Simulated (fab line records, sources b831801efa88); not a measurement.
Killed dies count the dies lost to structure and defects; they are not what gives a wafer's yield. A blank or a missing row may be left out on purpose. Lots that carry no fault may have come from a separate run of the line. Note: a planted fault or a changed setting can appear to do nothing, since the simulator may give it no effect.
fab line records	flow sky130	part 1 of 2: steps 1 to 27 of 42
record lots=5	wafers=15	last-day=50
route steps=708 shown RES_PROTECT@212 POLY_GATE@213 LDD_N@237
lots untouched by any fault: they come from a run of this same line in which no faults occurred
start-h: start of the lot's first displayed wafer, in hours after the record's first day	wait-h: hours elapsed since this lot's preceding step	" identical to the entry in the row above	L1.1+2: a single row standing in for several wafers	- no value, or no start given	* or withheld: withheld	< > ~ a bound
route shown NAME@n: names a module that has steps shown in the file, with the first one's number in the route	usual: mean/standard deviation of fault-free wafers	same: alike in all rows	chamber/n: place in a boat	sites: readings site by site	_std_site: their standard deviation	_edge_site: outer sites' mean less inner sites'	radius-mm: for every site, how far away it sits from the centre of the wafer	mask NAME#n: copy n	behind: tool/chamber where the wafer was last shaped	hold: cause of the lot's hold/its duration in hours/its outcome	device: names the non-switching transistor (n, p or np)	end of line: tests run on the same wafers once the route is complete	step lacking rows: just its recipe	killed: count of dies lost to structure and defects at first sort (not the wafer's yield)	map: dies across one wafer; x = killed, . = not, _ = none there
set.NAME: the setting the step ran with; set.NAME@STEP: the setting that earlier step ran with	model.NAME: the simulator's own value behind a step, which no gauge read
lots at some steps of the route; a table a step, a row a wafer
services: from which hour (start-h, from the record's first day; less than 0 if before it) a tool's chamber was out of use, for how many hours, and why
## steps
# step SKY_RES_PROTECT_DEVELOP_06
# recipe resist=NOVOLAK	developer=TMAH	develop-time-s=60	dev-temp-c=23
lot.wafer	tool	chamber	start-h	wait-h
L074.1+5+6	litho-track-01	0	362.75	0.1
L081.2+4+5	litho-track-04	0	401.15	0.1
L088.1+2+3	litho-track-02	0	465.62	0.1
L093.2+4+6	litho-track-01	0	528.02	0.1
L094.1+3+5	litho-track-04	0	528.63	0.1
# step SKY_POLY_GATE_IMPLANT_02
# recipe species=P	energy-kev=30	dose-cm2=7.7e+15	tilt-deg=0
lot.wafer	tool	chamber	start-h	wait-h
L074.1+5+6	implanter-01	0	362.90	0.1
L081.2+4+5	implanter-01	0	401.30	0.1
L088.1+2+3	implanter-01	0	465.77	0.1
L093.2+4+6	implanter-01	0	528.17	0.1
L094.1+3+5	implanter-01	0	528.78	0.1
# step SKY_RES_PROTECT_STRIP_07
# recipe chemistry=O2/N2	power-w=1400	pressure-mtorr=1500	platen-temp-c=withheld	o2-flow-sccm=3000	n2-flow-sccm=300	overash-fraction=0.5
# usual drypump-motor-current-A=5.6/0.46	oes-product-au=0.518/0.0046	strip-time-to-endpoint-s=23.32/0.044
# same overash-fraction=0.5
lot.wafer	tool	chamber	start-h	wait-h	drypump-motor-current-A	oes-product-au	rf-hours-counter-h	strip-time-to-endpoint-s
L074.1	plasma-asher-04	0	363.05	0.1	5.8	0.512	66	23.30
L074.5	"	0	"	"	5.7	0.513	-	23.30
L074.6	"	1	"	"	6.1	0.509	-	23.30
L081.2	plasma-asher-03	1	401.43	0.1	5.1	0.521	59	23.25
L081.4	"	1	"	"	5.1	0.510	-	23.24
L081.5	"	0	"	"	6.1	0.516	-	23.27
L088.1	plasma-asher-04	0	465.92	0.1	5.8	0.526	77	23.38
L088.2	"	1	"	"	6.1	0.514	77	23.36
L088.3	"	1	"	"	6.1	0.526	-	23.37
L093.2	plasma-asher-02	0	528.30	0.1	4.9	0.521	8	23.37
L093.4	"	0	"	"	4.9	0.518	-	23.38
L093.6	"	1	"	"	5.6	0.516	-	23.34
L094.1	plasma-asher-04	0	528.93	0.1	5.7	0.523	85	23.30
L094.3	"	0	"	"	5.7	0.523	-	23.34
L094.5	"	0	"	"	5.7	0.523	-	23.31
# step SKY_RES_PROTECT_TW_MEAS_08
# usual POLY_GATE_TW=4023/38
lot.wafer	tool	chamber	start-h	wait-h	POLY_GATE_TW
L074.1	film-metro-01	-	363.15	0.1	4101
L074.5	"	-	"	"	4093
L074.6	"	-	"	"	4077
L081.2	film-metro-02	-	401.54	0.1	4027
L081.4	"	-	"	"	4023
L081.5	"	-	"	"	4028
L088.1	film-metro-04	-	466.02	0.1	3976
L088.2	"	-	"	"	3988
L088.3	"	-	"	"	3965
L093.2	film-metro-04	-	528.41	0.1	3982
L093.4	"	-	"	"	3986
L093.6	"	-	"	"	3986
L094.1	film-metro-04	-	529.03	0.1	3976
L094.3	"	-	"	"	3987
L094.5	"	-	"	"	3978
# step SKY_RES_PROTECT_CLEAN_09
# recipe chemistry=SC1/SC2	mix=1:4:20	temp-c=70	time-s=150	dry=n2-spin
# usual bath-guard-temp-C=69.9/0.5	bath-heat-duty-pct=13.8/1.2
lot.wafer	tool	chamber	start-h	wait-h	bath-guard-temp-C	bath-heat-duty-pct
L074.1	wet-bench-04	3	363.21	0.1	70.0	14.7
L074.5	"	3	"	"	69.8	14.8
L074.6	"	3	"	"	69.7	16.3
L081.2	wet-bench-02	3	401.59	0.0	69.9	13.2
L081.4	"	3	"	"	69.8	14.2
L081.5	"	3	"	"	69.5	14.0
L088.1	wet-bench-04	3	466.08	0.1	70.0	14.0
L088.2	"	3	"	"	70.0	15.8
L088.3	"	3	"	"	70.2	15.6
L093.2	wet-bench-03	1	528.46	0.0	69.8	13.7
L093.4	"	1	"	"	69.6	12.4
L093.6	"	1	"	"	69.8	14.2
L094.1	wet-bench-03	0	529.09	0.1	69.4	11.5
L094.3	"	0	"	"	70.0	12.6
L094.5	"	0	"	"	69.7	11.5
# step SKY_POLY_GATE_CVD_03
# recipe material=Si3N4	precursor=DCS/NH3	target-thk-nm=75	temp-c=770	time-s=1290	pressure-mtorr=250
# usual spike-tc-centre-C=770.3/1	zone-power-top-pct=29/3.7
lot.wafer	tool	chamber	start-h	wait-h	spike-tc-centre-C	zone-power-top-pct
L074.1	lpcvd-02	1	364.59	1.3	769.9	25
L074.5	"	1	"	"	770.0	25
L074.6	"	1	"	"	769.2	25
L081.2	lpcvd-02	1	401.64	0.0	770.4	25
L081.4	"	1	"	"	771.3	25
L081.5	"	1	"	"	770.9	25
L088.1	lpcvd-02	1	466.13	0.0	770.9	25
L088.2	"	1	"	"	770.3	25
L088.3	"	1	"	"	772.1	25
L093.2	lpcvd-02	0	528.51	0.0	769.8	33
L093.4	"	0	"	"	770.2	33
L093.6	"	0	"	"	770.4	33
L094.1	lpcvd-02	1	529.86	0.7	768.4	25
L094.3	"	1	"	"	769.7	25
L094.5	"	1	"	"	771.2	25
# step SKY_POLY_GATE_THK_MEAS_04
# recipe reads=Si3N4_of_POLY_GATE_CVD_03
# usual POLY_GATE_CVD_03_THK=75.0/0.76
lot.wafer	tool	chamber	start-h	wait-h	POLY_GATE_CVD_03_THK[nm]
L074.1	film-metro-02	-	365.95	0.0	75.2
L074.5	"	-	"	"	75.9
L074.6	"	-	"	"	75.5
L081.2	film-metro-03	-	403.01	0.0	74.6
L081.4	"	-	"	"	74.3
L081.5	"	-	"	"	74.4
L088.1	film-metro-03	-	468.17	0.0	75.1
L088.2	"	-	"	"	75.0
L088.3	"	-	"	"	75.5
L093.2	film-metro-04	-	529.87	0.0	75.6
L093.4	"	-	"	"	74.9
L093.6	"	-	"	"	75.8
L094.1	film-metro-04	-	531.22	0.0	75.0
L094.3	"	-	"	"	75.1
L094.5	"	-	"	"	75.1
# step SKY_POLY_GATE_DEHYDRATE_05
# recipe temp-c=200	time-s=60
lot.wafer	tool	chamber	start-h	wait-h
L074.1+5+6	litho-track-04	0	379.53	13.6
L081.2+4+5	litho-track-03	0	417.34	14.3
L088.1+2+3	litho-track-01	0	482.65	14.5
L093.2+4+6	litho-track-01	0	543.52	13.6
L094.1+3+5	litho-track-04	0	544.98	13.7
# step SKY_POLY_GATE_HMDS_06
# recipe prime-time-s=60	prime-temp-c=120
lot.wafer	tool	chamber	start-h	wait-h
L074.1+5+6	litho-track-04	0	379.68	0.1
L081.2+4+5	litho-track-03	0	417.49	0.1
L088.1+2+3	litho-track-01	0	482.80	0.1
L093.2+4+6	litho-track-01	0	543.67	0.1
L094.1+3+5	litho-track-04	0	545.13	0.1
# step SKY_POLY_GATE_COAT_07
# recipe resist=BARC	temp-c=withheld	time-s=withheld	spin-rpm=3000	resist-thk-nm=110
lot.wafer	tool	chamber	start-h	wait-h
L074.1+5+6	litho-track-04	0	379.83	0.1
L081.2+4+5	litho-track-03	0	417.64	0.1
L088.1+2+3	litho-track-01	0	482.95	0.1
L093.2+4+6	litho-track-01	0	543.82	0.1
L094.1+3+5	litho-track-04	0	545.28	0.1
# step SKY_POLY_GATE_COAT_08
# recipe resist=KrF-thick	spin-rpm=3000	resist-thk-nm=450
lot.wafer	tool	chamber	start-h	wait-h
L074.1+5+6	litho-track-04	0	-	-
L081.2+4+5	litho-track-03	0	-	-
L088.1+2+3	litho-track-01	0	-	-
L093.2+4+6	litho-track-01	0	-	-
L094.1+3+5	litho-track-04	0	-	-
# step SKY_POLY_GATE_SOFTBAKE_09
# recipe temp-c=100	time-s=90	resist=KrF-thick
lot.wafer	tool	chamber	start-h	wait-h
L074.1+5+6	litho-track-04	0	-	-
L081.2+4+5	litho-track-03	0	-	-
L088.1+2+3	litho-track-01	0	-	-
L093.2+4+6	litho-track-01	0	-	-
L094.1+3+5	litho-track-04	0	-	-
# step SKY_POLY_GATE_EXPOSE_10
# recipe mask-id=P1M	na=0.68	source-shape=conventional	sigma-outer=0.6	target-cd-nm=150	dose-mj=28
# usual exposure-dose-mJ-cm2=28.00/0.22
lot.wafer	tool	chamber	start-h	wait-h	mask	exposure-dose-mJ-cm2
L074.1	krf-scanner-02	0	-	-	P1M#0	28.21
L074.5	"	0	"	"	P1M#0	28.27
L074.6	"	0	"	"	P1M#0	28.24
L081.2	krf-scanner-02	0	-	-	P1M#0	28.24
L081.4	"	0	"	"	P1M#0	28.25
L081.5	"	0	"	"	P1M#0	28.25
L088.1	krf-scanner-01	0	-	-	P1M#0	27.79
L088.2	"	0	"	"	P1M#0	27.81
L088.3	"	0	"	"	P1M#0	27.84
L093.2	krf-scanner-01	0	-	-	P1M#0	27.80
L093.4	"	0	"	"	P1M#0	27.82
L093.6	"	0	"	"	P1M#0	27.81
L094.1	krf-scanner-02	0	-	-	P1M#0	28.28
L094.3	"	0	"	"	P1M#0	28.27
L094.5	"	0	"	"	P1M#0	28.30
# step SKY_POLY_GATE_PEB_11
# recipe peb-temp-c=withheld	peb-time-s=withheld	resist=KrF-thick
lot.wafer	tool	chamber	start-h	wait-h
L074.1+5+6	litho-track-01	0	-	-
L081.2+4+5	litho-track-04	0	-	-
L088.1+2+3	litho-track-03	0	-	-
L093.2+4+6	litho-track-01	0	-	-
L094.1+3+5	litho-track-03	0	-	-
# step SKY_POLY_GATE_DEVELOP_12
# recipe develop-time-s=60	resist=KrF-thick	dev-temp-c=22.21
lot.wafer	tool	chamber	start-h	wait-h
L074.1+5+6	litho-track-01	0	-	-
L081.2+4+5	litho-track-04	0	-	-
L088.1+2+3	litho-track-03	0	-	-
L093.2+4+6	litho-track-01	0	-	-
L094.1+3+5	litho-track-03	0	-	-
# step SKY_POLY_GATE_CD_MEAS_13
# recipe target-cd-nm=150
# usual cd-nm=150.0/1.3
lot.wafer	tool	chamber	start-h	wait-h	cd-nm
L074.1	cd-sem-02	-	395.55	-	150.4
L074.5	"	-	"	"	150.9
L074.6	"	-	"	"	150.5
L081.2	cd-sem-02	-	433.55	-	152.0
L081.4	"	-	"	"	150.5
L081.5	"	-	"	"	151.5
L088.1	cd-sem-02	-	498.46	-	147.1
L088.2	"	-	"	"	148.3
L088.3	"	-	"	"	147.9
L093.2	cd-sem-01	-	559.42	-	150.3
L093.4	"	-	"	"	150.8
L093.6	"	-	"	"	151.2
L094.1	cd-sem-02	-	560.71	-	149.2
L094.3	"	-	"	"	148.5
L094.5	"	-	"	"	149.0
# step SKY_POLY_GATE_OVL_MEAS_14
# usual POLY_GATE_OVL=0/4.7
lot.wafer	tool	chamber	start-h	wait-h	POLY_GATE_OVL[nm]
L074.1	overlay-02	-	395.67	0.1	-2
L074.5	"	-	"	"	-10
L074.6	"	-	"	"	-7
L081.2	overlay-01	-	433.65	0.1	1
L081.4	"	-	"	"	0
L081.5	"	-	"	"	-3
L088.1	overlay-02	-	498.58	0.1	1
L088.2	"	-	"	"	-8
L088.3	"	-	"	"	0
L093.2	overlay-01	-	559.52	0.1	3
L093.4	"	-	"	"	-3
L093.6	"	-	"	"	5
L094.1	overlay-02	-	560.83	0.1	-7
L094.3	"	-	"	"	-7
L094.5	"	-	"	"	-6
# step SKY_POLY_GATE_ETCH_15
# recipe chemistry=N2/H2	target=BARC	ion-energy-ev=200	source-w=500	bias-w=100	pressure-mtorr=30	n2-flow-sccm=100	h2-flow-sccm=200	stop-on=SiO2	time-s=118.5	target-depth-a=1100
# usual drypump-motor-current-A=5.8/0.46	h2-flow-sccm=199.9/0.55	oes-product-au=0.717/0.0049	throttle-valve-pct=13.213/0.0085
lot.wafer	tool	chamber	start-h	wait-h	drypump-motor-current-A	h2-flow-sccm	oes-product-au	rf-hours-counter-h	throttle-valve-pct
L074.1	rie-diel-03	0	395.70	0.0	6.4	200.0	0.718	27	13.207
L074.5	"	1	"	"	6.5	199.8	0.724	-	13.207
L074.6	"	2	"	"	5.7	200.0	0.719	-	13.222
L081.2	rie-diel-01	2	433.68	0.0	5.0	200.3	0.713	8	13.216
L081.4	"	0	"	"	6.2	200.3	0.720	18	13.205
L081.5	"	1	"	"	5.6	199.9	0.720	-	13.224
L088.1	rie-diel-04	0	498.62	0.0	5.1	199.5	0.716	7	13.220
L088.2	"	3	"	"	6.3	200.4	0.715	15	13.234
L088.3	"	1	"	"	5.8	200.0	0.716	4	13.202
L093.2	rie-diel-01	1	559.55	0.0	5.6	199.8	0.721	0	13.206
L093.4	"	3	"	"	5.4	199.9	0.718	-	13.218
L093.6	"	0	"	"	6.2	199.8	0.710	-	13.208
L094.1	rie-diel-01	3	560.87	0.0	5.4	199.8	0.710	6	13.205
L094.3	"	1	"	"	5.6	200.4	0.713	0	13.226
L094.5	"	0	"	"	6.2	199.8	0.706	-	13.226
# step SKY_POLY_GATE_ETCH_16
# recipe stop-on=poly-Si	chemistry=CH3F/O2	target=Si3N4	source-w=400	bias-w=80	pressure-mtorr=25	ch3f-flow-sccm=40	O2_flow_sccm=30	time-s=147.5	target-depth-a=750
# usual drypump-motor-current-A=5.8/0.46	oes-product-au=0.641/0.0057	throttle-valve-pct=10.535/0.0086
lot.wafer	tool	chamber	start-h	wait-h	drypump-motor-current-A	oes-product-au	rf-hours-counter-h	throttle-valve-pct
L074.1	rie-diel-03	0	395.78	0.0	6.4	0.635	27	10.536
L074.5	"	1	"	"	6.4	0.643	-	10.541
L074.6	"	2	"	"	5.7	0.651	-	10.530
L081.2	rie-diel-01	2	433.77	0.0	5.0	0.636	8	10.525
L081.4	"	0	"	"	6.2	0.628	18	10.538
L081.5	"	1	"	"	5.6	0.640	-	10.532
L088.1	rie-diel-04	0	498.70	0.0	5.1	0.639	7	10.536
L088.2	"	3	"	"	6.3	0.637	15	10.539
L088.3	"	1	"	"	5.8	0.644	4	10.527
L093.2	rie-diel-01	1	559.63	0.0	5.6	0.641	0	10.545
L093.4	"	3	"	"	5.4	0.639	-	10.538
L093.6	"	0	"	"	6.2	0.654	-	10.542
L094.1	rie-diel-01	3	560.95	0.0	5.4	0.639	6	10.535
L094.3	"	1	"	"	5.6	0.635	0	10.535
L094.5	"	0	"	"	6.2	0.651	-	10.531
# step SKY_POLY_GATE_ETCH_17
# recipe target-depth-nm=180	stop-on=SiO2	over-etch-frac=0.56667	chemistry=HBr/Cl2	target=poly-Si	icp-w=400	bias-w=100	pressure-mtorr=10	HBr_flow_sccm=150	Cl2_flow_sccm=50	time-s=70.5
# usual drypump-motor-current-A=5.8/0.34	mfc-cl2-sccm=50.00/0.14	oes-product-au=0.984/0.0089	throttle-valve-pct=33.684/0.01
lot.wafer	tool	chamber	start-h	wait-h	drypump-motor-current-A	mfc-cl2-sccm	oes-product-au	rf-hours-counter-h	throttle-valve-pct
L074.1	rie-si-01	3	395.88	0.0	6.1	50.00	0.992	23	33.688
L074.5	"	3	"	"	6.1	49.87	0.985	-	33.667
L074.6	"	0	"	"	5.4	49.99	0.990	-	33.682
L081.2	rie-si-01	0	433.87	0.0	5.3	50.16	1.004	49	33.678
L081.4	"	1	"	"	6.1	49.89	0.982	1	33.701
L081.5	"	2	"	"	5.7	50.08	0.992	-	33.684
L088.1	rie-si-02	1	498.80	0.0	5.3	50.13	0.992	22	33.686
L088.2	"	0	"	"	6.1	50.03	0.987	2	33.675
L088.3	"	2	"	"	6.1	50.21	0.969	3	33.672
L093.2	rie-si-01	2	559.73	0.0	5.7	49.96	0.987	40	33.671
L093.4	"	1	"	"	6.1	50.25	0.989	2	33.677
L093.6	"	0	"	"	5.4	50.05	0.990	-	33.680
L094.1	rie-si-02	2	561.05	0.0	6.2	50.13	0.971	3	33.676
L094.3	"	3	"	"	5.5	49.82	0.986	1	33.682
L094.5	"	1	"	"	5.3	49.86	0.985	-	33.700
# step SKY_POLY_GATE_STRIP_18
# recipe chemistry=O2/N2	power-w=1400	pressure-mtorr=1500	platen-temp-c=withheld	o2-flow-sccm=3000	n2-flow-sccm=300	overash-fraction=0.5
# usual drypump-motor-current-A=5.7/0.62	oes-product-au=0.362/0.005	strip-time-to-endpoint-s=3.19/0.049
# same overash-fraction=0.5
lot.wafer	tool	chamber	start-h	wait-h	drypump-motor-current-A	oes-product-au	rf-hours-counter-h	strip-time-to-endpoint-s
L074.1	plasma-asher-01	1	395.94	0.0	5.5	0.358	27	3.21
L074.5	"	1	"	"	5.5	0.355	-	3.17
L074.6	"	0	"	"	6.6	0.366	-	3.19
L081.2	plasma-asher-02	1	433.92	0.0	5.6	0.352	0	3.14
L081.4	"	1	"	"	5.6	0.370	-	3.28
L081.5	"	1	"	"	5.6	0.363	-	3.09
L088.1	plasma-asher-01	0	498.86	0.0	6.6	0.364	38	3.15
L088.2	"	1	"	"	5.5	0.354	38	3.10
L088.3	"	1	"	"	5.5	0.361	-	3.13
L093.2	plasma-asher-01	1	559.79	0.0	5.5	0.371	45	3.17
L093.4	"	1	"	"	5.4	0.367	-	3.20
L093.6	"	1	"	"	5.5	0.365	-	3.24
L094.1	plasma-asher-03	1	561.11	0.0	5.1	0.362	73	3.21
L094.3	"	0	"	"	6.1	0.366	-	3.18
L094.5	"	0	"	"	6.1	0.366	-	3.17
# step SKY_POLY_GATE_CLEAN_19
# recipe chemistry=SC1/SC2	mix=1:4:20	temp-c=70	time-s=150	dry=n2-spin
# usual bath-guard-temp-C=70.0/0.44	bath-heat-duty-pct=13.4/1.3
lot.wafer	tool	chamber	start-h	wait-h	bath-guard-temp-C	bath-heat-duty-pct
L074.1	wet-bench-03	3	396.04	0.1	69.7	16.2
L074.5	"	3	"	"	69.2	14.8
L074.6	"	3	"	"	69.1	15.0
L081.2	wet-bench-03	2	434.02	0.1	69.9	13.0
L081.4	"	2	"	"	69.9	12.9
L081.5	"	2	"	"	69.7	12.4
L088.1	wet-bench-01	1	498.96	0.1	70.8	12.9
L088.2	"	1	"	"	70.3	12.5
L088.3	"	1	"	"	70.5	12.5
L093.2	wet-bench-03	1	559.89	0.1	70.3	13.4
L093.4	"	1	"	"	69.6	13.5
L093.6	"	1	"	"	69.9	11.8
L094.1	wet-bench-01	3	561.21	0.1	70.2	11.5
L094.3	"	3	"	"	70.3	13.7
L094.5	"	3	"	"	69.9	13.6
# step SKY_POLY_GATE_OXIDATION_20
# recipe temp-c=850	ambient=O2	stabilise-s=600	purge-s=300	target-thk-a=40	ox-time-s=899
# usual spike-tc-centre-C=850.1/1	zone-power-top-pct=29.9/0.98
lot.wafer	tool	chamber	start-h	wait-h	spike-tc-centre-C	zone-power-top-pct
L074.1	furnace-01	0	396.63	0.5	849.0	30.9
L074.5	"	0	"	"	849.7	30.5
L074.6	"	0	"	"	850.3	30.8
L081.2	furnace-01	0	434.81	0.7	848.4	30.8
L081.4	"	0	"	"	849.8	30.9
L081.5	"	0	"	"	850.3	30.9
L088.1	furnace-01	0	499.02	0.0	849.2	30.6
L088.2	"	0	"	"	850.2	30.4
L088.3	"	0	"	"	850.1	30.9
L093.2	furnace-01	0	559.95	0.0	851.3	30.6
L093.4	"	0	"	"	851.5	30.8
L093.6	"	0	"	"	851.0	30.8
L094.1	furnace-02	0	561.26	0.0	849.7	28.4
L094.3	"	0	"	"	849.9	29.0
L094.5	"	0	"	"	849.8	29.1
# step SKY_POLY_GATE_THK_MEAS_21
# recipe reads=SiO2_of_POLY_GATE_OXIDATION_20
# usual POLY_GATE_OXIDATION_THK=3.98/0.091
lot.wafer	tool	chamber	start-h	wait-h	POLY_GATE_OXIDATION_THK[nm]
L074.1	film-metro-03	-	397.88	0.0	4.12
L074.5	"	-	"	"	4.14
L074.6	"	-	"	"	4.13
L081.2	film-metro-04	-	436.07	0.0	4.01
L081.4	"	-	"	"	4.09
L081.5	"	-	"	"	3.94
L088.1	film-metro-02	-	500.27	0.0	3.92
L088.2	"	-	"	"	4.07
L088.3	"	-	"	"	3.96
L093.2	film-metro-03	-	561.21	0.0	3.92
L093.4	"	-	"	"	3.92
L093.6	"	-	"	"	4.08
L094.1	film-metro-04	-	562.50	0.0	4.06
L094.3	"	-	"	"	3.97
L094.5	"	-	"	"	4.01
# step SKY_POLY_GATE_CD_MEAS_22
# usual cd-nm=149/3.3
lot.wafer	tool	chamber	start-h	wait-h	cd-nm
L074.1	cd-sem-02	-	397.94	0.1	151
L074.5	"	-	"	"	152
L074.6	"	-	"	"	148
L081.2	cd-sem-01	-	436.15	0.1	149
L081.4	"	-	"	"	147
L081.5	"	-	"	"	148
L088.1	cd-sem-01	-	500.33	0.1	147
L088.2	"	-	"	"	149
L088.3	"	-	"	"	147
L093.2	cd-sem-01	-	561.29	0.1	148
L093.4	"	-	"	"	149
L093.6	"	-	"	"	150
L094.1	cd-sem-02	-	562.56	0.1	149
L094.3	"	-	"	"	145
L094.5	"	-	"	"	148
# step SKY_LDD_N_DEHYDRATE_00
# recipe temp-c=200	time-s=60
lot.wafer	tool	chamber	start-h	wait-h
L074.1+5+6	litho-track-01	0	411.75	13.8
L081.2+4+5	litho-track-01	0	451.12	14.9
L088.1+2+3	litho-track-01	0	516.10	15.7
L093.2+4+6	litho-track-02	0	575.70	14.4
L094.1+3+5	litho-track-02	0	576.87	14.3
# step SKY_LDD_N_HMDS_01
# recipe prime-time-s=60	prime-temp-c=120
lot.wafer	tool	chamber	start-h	wait-h
L074.1+5+6	litho-track-01	0	411.90	0.1
L081.2+4+5	litho-track-01	0	451.27	0.1
L088.1+2+3	litho-track-01	0	516.25	0.1
L093.2+4+6	litho-track-02	0	575.85	0.1
L094.1+3+5	litho-track-02	0	577.02	0.1
